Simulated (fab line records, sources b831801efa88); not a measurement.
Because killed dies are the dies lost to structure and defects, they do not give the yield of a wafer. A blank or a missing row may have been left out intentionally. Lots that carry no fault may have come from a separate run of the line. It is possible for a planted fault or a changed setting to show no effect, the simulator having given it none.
fab line records	flow sky130
record: lots: 7	wafers: 21	lastDay: 50
route steps=708 shown VIA4@650 METAL5@661
lots that met no fault: taken from a fault-free run of the same line
startH: hours from the record's first day to the start of the lot's first wafer shown	waitH: how many hours have passed since the lot's step before this one	" the same as in the row above	L1.1+2: one row covering several wafers at once	- no value present, or no start provided	* or withheld: withheld	< > ~ a bound
route shown NAME@n: names a module that has steps shown in the file, with the first one's number in the route	usual: the fault-free wafers' mean and standard deviation	same: alike in all rows	chamber/n: place in a boat	sites: the reading at each site	_std_site: the values' standard deviation	_edge_site: the outer-site mean with the inner-site mean subtracted	radiusMm: for every site, how far away it sits from the centre of the wafer	mask NAME#n: copy n	behind: the tool/chamber that last shaped the wafer	hold: what put the lot on hold/how long, in hours/how the hold closed	device: names the non-switching transistor (n, p or np)	end of line: the route-end tests of the same wafers	step lacking rows: just its recipe	killed: count of dies lost to structure and defects at first sort (not the wafer's yield)	map: a wafer's dies, marking killed ones x, the rest . and places with no die _
set.NAME: the setting that was run; set.NAME@STEP: the one run at that earlier step	model.NAME: the simulator's own value behind a step, which no gauge read
a table for each step, a row for each wafer; lots at some steps of the route
services: the hour from which a tool's chamber was out of use, counted from the record's first day as startH (under 0 if before that day), plus the number of hours and why
== steps ==
step: SKY_VIA4_OVL_MEAS_11
usual: VIA4_OVL: -0.4/1.4
lot.wafer	tool	chamber	startH	waitH	VIA4_OVL[nm]
L945.2	overlay-02	-	1037.42	0.1	-0.3
L945.3	"	-	"	"	-0.4
L945.4	"	-	"	"	0.7
L946.1	overlay-02	-	1045.80	0.1	-1.9
L946.4	"	-	"	"	-1.5
L946.6	"	-	"	"	-1.5
L953.1	overlay-02	-	1089.09	0.1	2.1
L953.3	"	-	"	"	1.5
L953.5	"	-	"	"	0.1
L954.3	overlay-01	-	1100.80	0.1	-0.1
L954.4	"	-	"	"	0.7
L954.6	"	-	"	"	-1.0
L955.1	overlay-02	-	1104.85	0.1	-1.8
L955.2	"	-	"	"	-2.4
L955.6	"	-	"	"	-1.9
L956.2	overlay-02	-	1114.92	0.1	-0.1
L956.4	"	-	"	"	-1.9
L956.6	"	-	"	"	1.3
L962.1	overlay-02	-	1139.25	0.1	2.1
L962.4	"	-	"	"	0.9
L962.6	"	-	"	"	-0.7
step: SKY_VIA4_ETCH_12
recipe: target: SiO2	chemistry: C4F8/O2/Ar	stopOn: TiN	maskMaterial: NOVOLAK	sourceW: 1500	biasW: 1200	pressureMtorr: 40	c4f8FlowSccm: withheld	O2_flow_sccm: 6	Ar_flow_sccm: 300	timeS: withheld	targetDepthA: 5800
step: SKY_VIA4_STRIP_13
recipe: chemistry: O2/N2	powerW: 1400	pressureMtorr: 1500	platenTempC: withheld	o2FlowSccm: 3000	n2FlowSccm: 300	overashFraction: 0.5
usual: drypumpMotorCurrentA: 5.4/0.41	o2FlowSccm: 3000/8.7	oesProductAu: 0.709/0.0047	stripTimeToEndpointS: 12.801/0.028
lot.wafer	tool	chamber	startH	waitH	drypumpMotorCurrentA	o2FlowSccm	oesProductAu	rfHoursCounterH	stripTimeToEndpointS
L945.2	plasmaAsher-04	0	1037.53	-	5.1	2997	0.714	76	12.817
L945.3	"	0	"	"	5.1	3005	0.704	-	12.845
L945.4	"	1	"	"	5.1	3003	0.716	-	12.841
L946.1	plasmaAsher-03	1	1045.91	-	5.8	3016	0.705	127	12.822
L946.4	"	1	"	"	5.8	3016	0.713	-	12.739
L946.6	"	1	"	"	5.8	3008	0.702	-	12.732
L953.1	plasmaAsher-01	0	1089.20	-	6.1	3009	0.705	37	12.791
L953.3	"	1	"	"	5.4	3003	0.712	-	12.770
L953.5	"	1	"	"	5.4	3010	0.717	-	12.824
L954.3	plasmaAsher-01	1	1100.93	-	5.4	3000	0.707	-	12.827
L954.4	"	0	"	"	6.1	2986	0.705	-	12.846
L954.6	"	0	"	"	6.1	2986	0.708	-	12.848
L955.1	plasmaAsher-01	1	1104.96	-	5.4	2996	0.713	38	12.793
L955.2	"	0	"	"	6.1	2995	0.713	38	12.799
L955.6	"	0	"	"	6.1	2999	0.707	-	12.767
L956.2	plasmaAsher-04	0	1115.03	-	5.1	3009	0.712	84	12.823
L956.4	"	0	"	"	5.1	3012	0.703	-	12.813
L956.6	"	1	"	"	5.1	3002	0.704	-	12.756
L962.1	plasmaAsher-01	0	1139.36	-	6.1	2995	0.706	41	12.807
L962.4	"	0	"	"	6.1	2998	0.709	-	12.818
L962.6	"	1	"	"	5.4	3016	0.710	-	12.809
step: SKY_VIA4_STRIP_14
recipe: chemistry: postEtchResidueRemover	timeS: 1200	tempC: 72.5
step: SKY_VIA4_CLEAN_15
recipe: chemistry: IPA	timeS: 180	tempC: 25
step: SKY_VIA4_CLEAN_16
recipe: chemistry: O3/DIW	dry: n2Spin
step: SKY_VIA4_SPUTTER_17
recipe: material: TiN	targetThkNm: 20	chamberPressurePa: 5	powerW: 4000	timeS: 80
usual: cathodeDcPowerW: 3999.9/0.77	chamberPressurePa: 5.001/0.0098	throttleValvePct: 30.0/1.3
lot.wafer	tool	chamber	startH	waitH	cathodeDcPowerW	chamberPressurePa	throttleValvePct
L945.2	pvdSputter-04	-	1038.12	0.0	4000.2	5.013	32.7
L945.3	"	-	"	"	4000.5	4.989	31.5
L945.4	"	-	"	"	3999.6	4.990	31.8
L946.1	pvdSputter-02	-	1046.54	0.0	4001.6	4.991	29.6
L946.4	"	-	"	"	4000.3	5.012	28.7
L946.6	"	-	"	"	4000.4	4.986	30.2
L953.1	pvdSputter-02	-	1089.79	0.0	4000.9	5.014	30.3
L953.3	"	-	"	"	4000.4	4.991	28.1
L953.5	"	-	"	"	4000.2	4.997	29.4
L954.3	pvdSputter-04	-	1101.49	0.0	4000.2	5.003	32.6
L954.4	"	-	"	"	4001.3	4.994	31.8
L954.6	"	-	"	"	4000.7	4.999	31.5
L955.1	pvdSputter-01	-	1105.56	0.0	3999.5	4.987	28.7
L955.2	"	-	"	"	3999.1	5.014	29.6
L955.6	"	-	"	"	3998.5	5.004	29.3
L956.2	pvdSputter-02	-	1115.67	0.0	3999.8	4.973	30.2
L956.4	"	-	"	"	3999.5	5.003	28.2
L956.6	"	-	"	"	4001.4	4.979	29.2
L962.1	pvdSputter-02	-	1139.95	0.0	3998.8	5.002	28.7
L962.4	"	-	"	"	3999.8	5.002	30.2
L962.6	"	-	"	"	3998.2	5.013	28.8
step: SKY_VIA4_CVD_18
recipe: material: W	targetThkNm: 505	timeS: 152.14	tempC: 400	pressureTorr: 40
usual: heaterPowerW: 836/73
lot.wafer	tool	chamber	startH	waitH	heaterPowerW
L945.2	cvdW-01	1	1038.18	0.0	866
L945.3	"	0	"	"	912
L945.4	"	1	"	"	861
L946.1	cvdW-01	0	1046.60	0.0	916
L946.4	"	0	"	"	924
L946.6	"	1	"	"	858
L953.1	cvdW-01	1	1089.85	0.0	877
L953.3	"	0	"	"	911
L953.5	"	1	"	"	880
L954.3	cvdW-02	0	1101.60	0.1	720
L954.4	"	1	"	"	803
L954.6	"	0	"	"	728
L955.1	cvdW-02	0	1105.62	0.0	730
L955.2	"	1	"	"	812
L955.6	"	0	"	"	728
L956.2	cvdW-01	0	1115.73	0.0	938
L956.4	"	0	"	"	921
L956.6	"	0	"	"	905
L962.1	cvdW-02	1	1140.01	0.0	816
L962.4	"	1	"	"	819
L962.6	"	1	"	"	821
step: SKY_VIA4_RS_MEAS_19
recipe: thkMeasGauge: four-point-probe	reads: W_of_VIA4_CVD_18+TiN_of_VIA4_SPUTTER_17
usual: VIA4_W_RS: 0.228/0.0031
lot.wafer	tool	chamber	startH	waitH	VIA4_W_RS[ohm/sq]
L945.2	filmMetro-03	-	1038.35	0.1	0.229
L945.3	"	-	"	"	0.225
L945.4	"	-	"	"	0.229
L946.1	filmMetro-04	-	1046.75	0.1	0.222
L946.4	"	-	"	"	0.224
L946.6	"	-	"	"	0.232
L953.1	filmMetro-04	-	1090.00	0.1	0.231
L953.3	"	-	"	"	0.226
L953.5	"	-	"	"	0.229
L954.3	filmMetro-04	-	1101.74	0.1	0.228
L954.4	"	-	"	"	0.231
L954.6	"	-	"	"	0.230
L955.1	filmMetro-01	-	1105.77	0.1	0.232
L955.2	"	-	"	"	0.232
L955.6	"	-	"	"	0.230
L956.2	filmMetro-03	-	1115.90	0.1	0.226
L956.4	"	-	"	"	0.226
L956.6	"	-	"	"	0.223
L962.1	filmMetro-01	-	1140.16	0.1	0.229
L962.4	"	-	"	"	0.226
L962.6	"	-	"	"	0.229
step: SKY_VIA4_THK_MEAS_20
recipe: thkMeasGauge: xrf	reads: W_of_VIA4_CVD_18
usual: VIA4_W_THK: 494/7.3
lot.wafer	tool	chamber	startH	waitH	VIA4_W_THK[nm]
L945.2	filmMetro-03	-	1038.46	0.1	489
L945.3	"	-	"	"	496
L945.4	"	-	"	"	488
L946.1	filmMetro-04	-	1046.87	0.1	506
L946.4	"	-	"	"	507
L946.6	"	-	"	"	489
L953.1	filmMetro-04	-	1090.12	0.1	490
L953.3	"	-	"	"	501
L953.5	"	-	"	"	496
L954.3	filmMetro-04	-	1101.84	0.1	495
L954.4	"	-	"	"	491
L954.6	"	-	"	"	491
L955.1	filmMetro-01	-	1105.89	0.1	486
L955.2	"	-	"	"	486
L955.6	"	-	"	"	490
L956.2	filmMetro-03	-	1116.01	0.1	493
L956.4	"	-	"	"	494
L956.6	"	-	"	"	502
L962.1	filmMetro-01	-	1140.28	0.1	488
L962.4	"	-	"	"	501
L962.6	"	-	"	"	496
step: SKY_VIA4_CMP_21
recipe: stopOn: SiO2	tOverpolishS: 25	downForcePsi: 3.5	platenRpm: 60	targetThkNm: 0	padVelocityMS: 0.94248
step: SKY_METAL5_SPUTTER_00
recipe: material: Ti	targetThkNm: 15	powerW: 3000	timeS: 10	chamberPressurePa: 0.4
usual: cathodeDcPowerW: 3000.0/0.61	chamberPressurePa: 0.4000/0.00084	throttleValvePct: 30.5/1
lot.wafer	tool	chamber	startH	waitH	cathodeDcPowerW	chamberPressurePa	throttleValvePct
L945.2	pvdSputter-01	-	1038.81	0.1	2999.7	0.4011	30.8
L945.3	"	-	"	"	2999.2	0.3990	28.8
L945.4	"	-	"	"	3000.2	0.3998	29.4
L946.1	pvdSputter-03	-	1047.23	0.1	3000.1	0.4002	31.5
L946.4	"	-	"	"	3000.2	0.3981	30.8
L946.6	"	-	"	"	2999.7	0.3989	30.8
L953.1	pvdSputter-03	-	1090.48	0.1	2999.7	0.3994	30.7
L953.3	"	-	"	"	3000.6	0.3997	31.8
L953.5	"	-	"	"	2999.9	0.4005	29.3
L954.3	pvdSputter-01	-	1102.47	0.1	2999.1	0.4005	30.8
L954.4	"	-	"	"	2999.9	0.4002	29.0
L954.6	"	-	"	"	3000.1	0.3987	28.9
L955.1	pvdSputter-04	-	1106.25	0.1	3001.4	0.4006	31.4
L955.2	"	-	"	"	2998.8	0.4005	31.1
L955.6	"	-	"	"	2999.0	0.4008	31.3
L956.2	pvdSputter-03	-	1116.36	0.1	2999.9	0.3991	30.7
L956.4	"	-	"	"	2999.6	0.4006	31.4
L956.6	"	-	"	"	3000.0	0.3999	29.4
L962.1	pvdSputter-01	-	1140.64	0.2	3000.3	0.3991	30.8
L962.4	"	-	"	"	3000.9	0.4000	29.8
L962.6	"	-	"	"	3000.3	0.4006	29.5
step: SKY_METAL5_SPUTTER_01
recipe: material: TiN	targetThkNm: 20	powerW: 6500	timeS: 16.7	chamberPressurePa: 0.4
usual: cathodeDcPowerW: 6499.9/1.1	chamberPressurePa: 0.4001/0.00074	throttleValvePct: 30.5/1
lot.wafer	tool	chamber	startH	waitH	cathodeDcPowerW	chamberPressurePa	throttleValvePct
L945.2	pvdSputter-01	-	1038.83	0.0	6499.2	0.4001	30.6
L945.3	"	-	"	"	6499.9	0.4002	29.1
L945.4	"	-	"	"	6500.7	0.4008	29.1
L946.1	pvdSputter-03	-	1047.25	0.0	6500.7	0.3992	31.4
L946.4	"	-	"	"	6497.9	0.3999	30.4
L946.6	"	-	"	"	6498.3	0.4020	30.6
L953.1	pvdSputter-03	-	1090.50	0.0	-	-	-
L953.3	"	-	"	"	-	-	-
L953.5	"	-	"	"	-	-	-
L954.3	pvdSputter-01	-	1102.49	0.0	-	-	-
L954.4	"	-	"	"	-	-	-
L954.6	"	-	"	"	-	-	-
L955.1	pvdSputter-04	-	1106.27	0.0	-	-	-
L955.2	"	-	"	"	-	-	-
L955.6	"	-	"	"	-	-	-
L956.2	pvdSputter-03	-	1116.38	0.0	6501.0	0.3998	30.6
L956.4	"	-	"	"	6498.4	0.4003	31.3
L956.6	"	-	"	"	6498.8	0.4009	29.6
L962.1	pvdSputter-01	-	1140.66	0.0	6501.8	0.3989	30.9
L962.4	"	-	"	"	6498.5	0.4006	29.7
L962.6	"	-	"	"	6500.1	0.4003	29.4
step: SKY_METAL5_SPUTTER_02
recipe: material: AlCu	targetThkNm: 1150	powerW: 10600	timeS: 61.2	chamberPressurePa: 0.4
usual: cathodeDcPowerW: 10600/1.8	chamberPressurePa: 0.4000/0.00078	throttleValvePct: 30.5/1
lot.wafer	tool	chamber	startH	waitH	cathodeDcPowerW	chamberPressurePa	throttleValvePct
L945.2	pvdSputter-01	-	1038.86	0.0	10602	0.4018	31.1
L945.3	"	-	"	"	10601	0.4005	28.7
L945.4	"	-	"	"	10600	0.4013	29.4
L946.1	pvdSputter-03	-	1047.28	0.0	10604	0.4015	31.6
L946.4	"	-	"	"	10602	0.3978	30.5
L946.6	"	-	"	"	10600	0.3993	30.6
L953.1	pvdSputter-03	-	1090.53	0.0	10599	0.4000	30.4
L953.3	"	-	"	"	10604	0.3987	31.5
L953.5	"	-	"	"	10599	0.3998	29.3
L954.3	pvdSputter-01	-	1102.52	0.0	10600	0.4004	30.9
L954.4	"	-	"	"	10601	0.3989	29.0
L954.6	"	-	"	"	10598	0.4001	29.0
L955.1	pvdSputter-04	-	1106.30	0.0	10599	0.3997	31.4
L955.2	"	-	"	"	10599	0.4001	31.2
L955.6	"	-	"	"	10598	0.3995	31.1
L956.2	pvdSputter-03	-	1116.41	0.0	10598	0.4000	30.6
L956.4	"	-	"	"	10599	0.4017	31.5
L956.6	"	-	"	"	10603	0.3999	29.3
L962.1	pvdSputter-01	-	1140.69	0.0	10598	0.3996	31.0
L962.4	"	-	"	"	10601	0.3995	29.7
L962.6	"	-	"	"	10597	0.3999	29.6
== services ==
tool	chamber	startH	hours	kind
plasmaAsher-01	-	1047.98	6.6	repair
plasmaAsher-03	-	1055.25	9.0	pm
plasmaAsher-03	0	1055.25	9.0	ventCycle
plasmaAsher-03	1	1055.25	9.0	ventCycle
plasmaAsher-03	0	1064.25	-	clean
plasmaAsher-03	1	1064.25	-	clean
plasmaAsher-04	-	1070.27	0.7	repair
cvdW-01	-	1075.66	3.0	repair
plasmaAsher-04	-	1088.34	2.3	repair
pvdSputter-04	-	1093.40	7.3	repair
pvdSputter-03	-	1094.46	7.4	repair
pvdSputter-04	-	1109.67	2.6	repair
pvdSputter-04	-	1122.63	2.8	repair
pvdSputter-03	-	1123.37	2.0	repair
plasmaAsher-04	-	1132.31	2.0	repair
== key ==
firstSign: step: SKY_METAL5_SPUTTER_01	reading: toolRecord	direction: missing
effect none on later readings
metAt SKY_METAL5_SPUTTER_01
struckWafers L953.1,L953.3,L953.5,L954.3,L954.4,L954.6,L955.1,L955.2,L955.6
laterRowsLeftOut L953.1,L953.3,L953.5,L954.3,L954.4,L954.6,L955.1,L955.2,L955.6
sortLeftOut L953.1,L953.3,L953.5,L954.3,L954.4,L954.6,L955.1,L955.2,L955.6
onsetBetween 1047.25 1090.50
fault: kind: skippedStepWhole	tool: pvdSputter-01,pvdSputter-03,pvdSputter-04	chamber: -	onsetH: 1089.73	steps: SKY_METAL5_SPUTTER_01	scope: struckLotsOnly
sortLeftOut: the simulated sort isn't trusted on such a fault, so these wafers' sort isn't shown, and their yield isn't known
laterRowsLeftOut: the simulator's readings of these wafers behind a module that went badly wrong aren't trusted and aren't shown, but for the sort
